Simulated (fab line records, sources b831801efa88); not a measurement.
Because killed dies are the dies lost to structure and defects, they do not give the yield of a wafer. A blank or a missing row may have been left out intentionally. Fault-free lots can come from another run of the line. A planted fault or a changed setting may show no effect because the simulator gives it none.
Problem report in the 8D (eight disciplines) form, filled by code ; flow sfq line ; the parts of the form that need people (team, actions taken, sign-off) are left out

1. THE ISSUE
run length s at SFQ_TRILAYER_M2_BARC_OPEN_METAL_ETCH_077 reads a mean of 72.9 s on 5 wafers of 2 lots; wafers without a fault read 70.2 s with a standard deviation of 0.36. Measured from the usual mean, that is +7.4 standard deviations.
The step: etches BARC in O2, target depth 125 nm, time 41.7 s.
The first sign was on wafer L802.3 at day 25 01:44, on rie metal-04. At this step, 42 wafers from 14 lots have a number in the record. Rule for "out", or "out of limits": more than 4 standard deviations from the usual mean. The other wafers with a number count as sound.

2. WHAT THIS IS AND IS NOT
question;is;is not
which readings at this step;run length s;drypump motor current A
which lots;L802, L804;L792, L793, L794, L797, L799, L800, L803, L805, L810, L812, L814, L815
which wafers of those lots;L802.3, L802.4, L802.6, L804.3, L804.6;L804.2
read on which tools;rie metal-04;rie metal-01, rie metal-03
when;from day 25 01:44;"up to then (18 sound wafers); but 19 sound wafers of L803, L804, L805, L810, L812, L814, L815 came after"

3. THE SUSPECTS, EACH WITH WHAT RULES IT OUT
Counting: a tool at a process step up to the reading stays a suspect if it ran every lot that is out. Sound lots after the first of them don't rule it out here, since some wafers of a struck lot are sound.
- rie metal-04 at SFQ_TRILAYER_M2_BARC_OPEN_METAL_ETCH_077 (etches BARC in O2, target depth 125 nm, time 41.7 s): kept. It processed each lot that is out (first: L802, day 25 01:44); up to then, its last sound lot is L800 (day 24 23:19). On those wafers its own readings are out: run length s.
After counting, what remains is rie metal-04 at SFQ_TRILAYER_M2_BARC_OPEN_METAL_ETCH_077.

4. THE CAUSE (what the simulator had put in)
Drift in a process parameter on rie metal-04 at SFQ_TRILAYER_M2_BARC_OPEN_METAL_ETCH_077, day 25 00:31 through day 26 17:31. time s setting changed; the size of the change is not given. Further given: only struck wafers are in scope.
The count eliminated every tool but this one.

5. THE EFFECT CHAIN, in route order
Rows list readings where the struck wafers' mean (over those with a number) sits beyond 3 standard deviations from the usual. Only readings whose record carries a usual standard deviation are examined. hours: median over the lots of the time between each lot's start at the first step of this table that gives one and its start at this step. sigmas: the change, counted in usual standard deviations.
hours;step;reading;usual;on struck wafers;change;sigmas
0;SFQ_TRILAYER_M2_BARC_OPEN_METAL_ETCH_077;run length s;70.2 s;72.9;+2.7;+7.4
Here are the process steps it includes:
- SFQ_TRILAYER_M2_BARC_OPEN_METAL_ETCH_077: etches BARC in O2, target depth 125 nm, time 41.7 s.
Later steps that measure or inspect, where all struck wafers having a row at the step show a number for every such reading and not one has moved that far: SFQ_M6_OVL_MEAS_940.

6. HOW IT WOULD HAVE BEEN CAUGHT EARLIER
In this record the first reading out of limits was taken at day 25 01:44, 1 hour after the fault began at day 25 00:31.
